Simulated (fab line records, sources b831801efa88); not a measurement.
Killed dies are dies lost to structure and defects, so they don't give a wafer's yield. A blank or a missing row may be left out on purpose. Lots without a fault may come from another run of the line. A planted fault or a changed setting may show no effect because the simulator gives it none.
Which tool did it? | flow gf180mcu | 6 lots, 18 wafers sampled, at 2 steps of a route of 602

WHAT THE GAUGES READ, wafer by wafer
GF_POLY_GATE_THK_MEAS_01.
lot  | measured     | on            | POLY_GATE_CVD_00_THK (nm)
L347 | day 9 20:55  | film_metro-01 | 200.9 199.8 199.9
L349 | day 10 05:31 | film_metro-03 | 200.5 200.9 202.9
L351 | day 10 21:11 | film_metro-03 | 203.6 203.8 203.1
L354 | day 11 14:49 | film_metro-04 | 202.3 201.2 201.9
L363 | day 14 05:29 | film_metro-03 | 198.8 200.1 200.2
L365 | day 14 20:29 | film_metro-01 | 196.2 198.4 197.6

WHICH TOOL RAN EACH LOT (tool, then ch and the chambers of the sampled wafers, then the start)
lot  | GF_POLY_GATE_CVD_00
L347 | lpcvd-01 ch 1, day 9 19:35
L349 | lpcvd-01 ch 0, day 10 04:10
L351 | lpcvd-02 ch 1, day 10 19:50
L354 | lpcvd-02 ch 1, day 11 13:29
L363 | lpcvd-02 ch 0, day 14 04:08
L365 | lpcvd-02 ch 0, day 14 19:09
- GF_POLY_GATE_CVD_00: deposits poly-Si, target thk 200 nm, time 1200 s.

THE ANSWER, worked out from the rows above alone
Rule: what is usual is taken from the lots themselves. Put in order of their means at a reading, lots are off if they are a third of the lots or fewer, leave a main group of 4 or more, and stand apart from it by a gap of 3 or more times the standard deviation of the main group's means; of several such gaps the widest counts. A main group whose means are all the same, to the digits that the tables above print for the reading, isn't used. A lot without any number at a reading at which 4 lots or more have one is off too. The other lots that the step has rows for count as sound.
No lot is off at any reading shown: from this, nothing can be told.

WHAT THE SIMULATOR HAD PUT IN
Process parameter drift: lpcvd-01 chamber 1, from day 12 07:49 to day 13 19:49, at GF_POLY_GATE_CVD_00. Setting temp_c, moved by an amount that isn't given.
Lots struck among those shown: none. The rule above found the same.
